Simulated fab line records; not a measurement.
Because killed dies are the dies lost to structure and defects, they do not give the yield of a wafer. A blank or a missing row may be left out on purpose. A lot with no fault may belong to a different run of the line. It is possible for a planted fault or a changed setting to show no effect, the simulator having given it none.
2 desks, one fault -- flow sky130 -- every desk sees just its own numbers, and what lay behind them comes last

METROLOGY DESK
Lot by lot, what the gauges showed, no matter which tool ran the lot: averages of those sampled wafers that carry a number. The brackets show how far a lot's mean lies from the usual mean; more than 4 standard deviations puts the lot out of limits, marked OUT.
Columns: A = LI_CONTACT_W_THK at SKY_LI_CONTACT_THK_MEAS_23, usual 384 nm
lot,first seen here,A
L796,day 29 03:36,387
L797,day 29 05:32,387
L799,day 30 09:34,400
L800,day 30 10:42,385
L801,day 30 22:32,379
L802,day 31 06:00,378
L803,day 31 19:06,376
L807,day 32 20:38,390
L809,day 33 21:03,384
L810,day 34 04:19,381
L811,day 34 16:25,384
L819,day 37 07:15,383
This desk found nothing out of limits on any of the 12 lots.

FOR THE TOOL OWNER'S DESK: cmp-02
The tool's own readings at SKY_CONTACT_CMP_04 (polishes SiO2): means of the sampled wafers that have a number, for each lot that ran on this tool. The brackets show how far a lot's mean lies from the usual mean; more than 4 standard deviations puts the lot out of limits, marked OUT.
Columns: A = head pressure psi at SKY_CONTACT_CMP_04, usual 3.999 psi; B = motor current A at SKY_CONTACT_CMP_04, usual 12.0 A; C = retaining ring pressure frac at SKY_CONTACT_CMP_04, usual 1.000; D = time to endpoint s at SKY_CONTACT_CMP_04, usual 84 s
lot,first seen here,A,B,C,D
L796,day 30 10:07,4.002,12.3,1.001,79
L799,day 31 16:01,3.996,12.2,1.002,80
L800,day 31 16:37,4.002,12.1,0.996,84
L801,day 32 03:38,3.997,11.6,1.002,79
L802,day 32 11:31,4.002,12.1,0.997,82
L807,day 34 01:05,4.001,11.7,1.002,84
L809,day 35 00:13,3.519 (-59) OUT,11.0,1.002,93
L810,day 35 08:25,3.038 (-99 or more) OUT,11.1,1.000,96
L811,day 35 20:02,3.515 (-60) OUT,11.7,1.001,90
L819,day 38 10:58,3.988,11.8,1.002,90
This desk's verdict: out of limits on L809, L810, L811, starting with L809 at day 35 00:13 (head pressure psi at SKY_CONTACT_CMP_04). Within limits: L796, L799, L800, L801, L802, L807, L819.

BROUGHT TOGETHER
At day 35 00:13, on L809, L810, L811, the tool owner's desk was in a position to raise an alarm.
From the metrology desk's view, nothing was out of limits.
The metrology desk holds a record of L809, L810, L811, inside its limits.
On cmp-02, each named lot ran SKY_CONTACT_CMP_04.

WHAT THE SIMULATOR HAD PUT IN
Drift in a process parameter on cmp-02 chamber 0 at SKY_CONTACT_CMP_04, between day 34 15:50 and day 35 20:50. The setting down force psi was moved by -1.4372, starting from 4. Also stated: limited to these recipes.
Struck lots among those shown: L809, L810, L811.
Time in hours from fault onset to the first out-of-limits reading at each desk: the tool owner's desk, 8.
